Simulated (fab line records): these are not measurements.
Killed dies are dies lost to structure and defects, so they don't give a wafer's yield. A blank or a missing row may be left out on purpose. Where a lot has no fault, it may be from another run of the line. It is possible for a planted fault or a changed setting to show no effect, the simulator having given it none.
Which tool was responsible? -- flow gf180mcu -- 33 wafers from 11 lots sampled at 7 of the route's 602 steps

## WHAT THE GAUGES READ, wafer by wafer
GF_M4_RS_MEAS_05: uses a four-point probe to measure.
lot,measured,on,M4_ALCU_RS (ohm/sq)
L579,day 22 13:20,film_metro-03,0.0704 0.0699 0.0702
L581,day 23 13:04,film_metro-02,0.0698 0.0692 0.0693
L582,day 23 23:28,film_metro-02,0.0696 0.0694 0.0693
L583,day 24 04:38,film_metro-02,0.0694 0.0702 0.0706
L589,day 26 14:02,film_metro-02,0.0699 0.0698 0.0362
L594,day 27 21:53,film_metro-03,0.0689 0.0690 0.0690
L596,day 28 08:46,film_metro-02,0.0695 0.0697 0.0691
L597,day 28 17:13,film_metro-01,0.0696 0.0694 0.0696
L598,day 28 21:40,film_metro-01,0.0699 0.0697 0.0700
L600,day 29 13:00,film_metro-01,0.0691 0.0695 0.0696
L602,day 29 21:09,film_metro-03,0.0687 0.0683 0.0690

GF_M4_THK_MEAS_06: measures by xrf.
lot,measured,on,M4_ALCU_THK (nm)
L579,day 22 13:26,film_metro-03,445 449 448
L581,day 23 13:10,film_metro-02,451 456 453
L582,day 23 23:34,film_metro-02,453 452 453
L583,day 24 04:44,film_metro-02,454 446 446
L589,day 26 14:08,film_metro-02,453 451 869
L594,day 27 21:59,film_metro-03,457 458 456
L596,day 28 08:53,film_metro-02,453 449 456
L597,day 28 17:20,film_metro-01,462 463 462
L598,day 28 21:47,film_metro-01,460 460 460
L600,day 29 13:07,film_metro-01,461 459 461
L602,day 29 21:16,film_metro-03,459 460 457

GF_MIM_RS_MEAS_10: uses a four-point probe to measure.
lot,measured,on,MIM_ALCU_RS (ohm/sq)
L579,day 24 15:02,film_metro-02,0.1592 0.1585 0.1574
L581,day 25 12:17,film_metro-02,0.1613 0.1582 0.1586
L582,day 25 22:28,film_metro-03,0.1589 0.1617 0.1609
L583,day 26 02:59,film_metro-03,0.1616 0.1628 0.1633
L589,day 28 09:16,film_metro-04,0.1603 0.1589
L594,day 29 15:39,film_metro-03,0.1624 0.1618 0.1604
L596,day 30 02:23,film_metro-03,0.1565 0.1582 0.1589
L597,day 30 10:00,film_metro-03,0.1594 0.1570 0.1592
L598,day 30 15:24,film_metro-02,0.1566 0.1593 0.1578
L600,day 31 05:45,film_metro-03,0.1647 0.1614 0.1623
L602,day 31 13:40,film_metro-03,0.1608 0.1593 0.1623

GF_V5_THK_MEAS_01.
lot,measured,on,V5_CVD_00_THK (nm)
L579,day 26 10:47,film_metro-02,293 290 294
L581,day 27 07:29,film_metro-02,298 292 301
L582,day 27 16:55,film_metro-01,295 295 296
L583,day 27 21:26,film_metro-04,294 301 298
L589,day 30 00:17,film_metro-02,307 301
L594,day 31 06:14,film_metro-01,299 297 298
L596,day 31 15:53,film_metro-04,292 296 294
L597,day 31 23:27,film_metro-04,299 303 301
L598,day 32 03:29,film_metro-01,305 304 301
L600,day 32 16:46,film_metro-01,295 295 296
L602,day 33 00:47,film_metro-02,299 300 299

## WHICH TOOL RAN EACH LOT (tool, then ch and the chambers of the sampled wafers, then the start)
lot,GF_V2_SPUTTER_21,GF_M4_SPUTTER_02,GF_M4_METAL_ETCH_16
L579,"pvd_sputter-01, day 20 08:55","pvd_sputter-03, day 22 13:12","rie_metal-01 ch 0,1, day 23 12:18"
L581,"pvd_sputter-03, day 21 10:23","pvd_sputter-03, day 23 12:56","rie_metal-01 ch 0,1, day 24 11:23"
L582,"pvd_sputter-03, day 21 20:55","pvd_sputter-03, day 23 23:21","rie_metal-01 ch 1, day 24 21:45"
L583,"pvd_sputter-02, day 22 03:19","pvd_sputter-02, day 24 04:31","rie_metal-03 ch 0,1, day 25 02:47"
L589,"pvd_sputter-03, day 24 15:44","pvd_sputter-02, day 26 13:55","rie_metal-01 ch 0,1, day 27 10:33"
L594,"pvd_sputter-01, day 26 00:33","pvd_sputter-03, day 27 21:46","rie_metal-03 ch 0,1, day 28 17:17"
L596,"pvd_sputter-02, day 26 12:13","pvd_sputter-04, day 28 08:40","rie_metal-02 ch 0,1, day 29 03:50"
L597,"pvd_sputter-03, day 26 21:24","pvd_sputter-03, day 28 17:07","rie_metal-02 ch 0, day 29 11:54"
L598,"pvd_sputter-02, day 26 23:56","pvd_sputter-04, day 28 21:34","rie_metal-02 ch 0,1, day 29 17:09"
L600,"pvd_sputter-03, day 27 17:50","pvd_sputter-03, day 29 12:55","rie_metal-01 ch 0,1, day 30 08:05"
L602,"pvd_sputter-02, day 28 03:17","pvd_sputter-03, day 29 21:04","rie_metal-01 ch 0,1, day 30 16:02"
- GF_V2_SPUTTER_21: material Ti, target thk 15 nm, time 80.02 s.
- GF_M4_SPUTTER_02: material AlCu, target thk 450 nm, time 23.9 s.
- GF_M4_METAL_ETCH_16: etches the open film in Cl2/BCl3, stops on SiO2, target depth 750.8 nm, time 125.1 s.

## WHAT THE TOOLS THEMSELVES READ (means of the sampled wafers that have a number; where no wafer has one, the mark that the record gives instead)
GF_V2_SPUTTER_21.
lot,tool,throttle_valve_pct (%)
L579,pvd_sputter-01,31.5
L581,pvd_sputter-03,29.3
L582,pvd_sputter-03,29.9
L583,pvd_sputter-02,29.4
L589,pvd_sputter-03,29.6
L594,pvd_sputter-01,31.2
L596,pvd_sputter-02,28.9
L597,pvd_sputter-03,30.4
L598,pvd_sputter-02,29.6
L600,pvd_sputter-03,30.6
L602,pvd_sputter-02,29.0

GF_M4_SPUTTER_02.
lot,tool,throttle_valve_pct (%)
L579,pvd_sputter-03,30.6
L581,pvd_sputter-03,30.3
L582,pvd_sputter-03,29.5
L583,pvd_sputter-02,29.9
L589,pvd_sputter-02,29.5
L594,pvd_sputter-03,29.8
L596,pvd_sputter-04,30.1
L597,pvd_sputter-03,30.1
L598,pvd_sputter-04,30.1
L600,pvd_sputter-03,29.8
L602,pvd_sputter-03,29.7

GF_M4_METAL_ETCH_16.
lot,tool,drypump_motor_current_A (A),oes_product_au (a.u.),throttle_valve_pct (%)
L579,rie_metal-01,5.8,0.992,28.223
L581,rie_metal-01,5.8,0.990,28.218
L582,rie_metal-01,5.8,0.990,28.241
L583,rie_metal-03,5.2,0.989,28.228
L589,rie_metal-01,5.8,1.001,28.213
L594,rie_metal-03,5.4,0.982,28.229
L596,rie_metal-02,6.1,0.987,28.231
L597,rie_metal-02,5.9,0.988,28.225
L598,rie_metal-02,6.0,0.987,28.233
L600,rie_metal-01,5.8,0.991,28.221
L602,rie_metal-01,5.8,0.996,28.226

## THE ANSWER, worked out from the rows above alone
Rule: the lots themselves supply what counts as usual. The widest of any qualifying gaps counts: lots, ordered by their means at a reading, are off when they make up no more than a third of the lots, leave a main group of 4 or more, and stand apart from it by 3 or more times the standard deviation of that group's means. A main group whose means are all the same, to the digits that the tables above print for the reading, isn't used. A lot without any number at a reading at which 4 lots or more have one is off too. Where the step has rows for the other lots, those lots are counted as sound. Order of review: gauges by route order, followed by the tools' own readings, for which a lot's mean as printed above is used. At the first step where some lot is off, the reading lying furthest off is the one used; lots without a number count as furthest.
Off: L589, at GF_M4_RS_MEAS_05 (M4_ALCU_RS). Mean 0.0695 ohm/sq and standard deviation 0.00044 in the main group.
A tool fits if, at a process step before that reading, it ran every lot that is off, and no sound lot after the first of them. Those tools and the gauges at GF_M4_RS_MEAS_05 are tried in the same way. One fits: pvd_sputter-02 at GF_M4_SPUTTER_02. Its last sound lot is L583 (day 24 04:31), its first lot that is off L589 (day 26 13:55): a fault that began between those two fits.

## WHAT THE SIMULATOR HAD PUT IN
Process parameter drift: pvd_sputter-02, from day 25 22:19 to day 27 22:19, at GF_M4_SPUTTER_02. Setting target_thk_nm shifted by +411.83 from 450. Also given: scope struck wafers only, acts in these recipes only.
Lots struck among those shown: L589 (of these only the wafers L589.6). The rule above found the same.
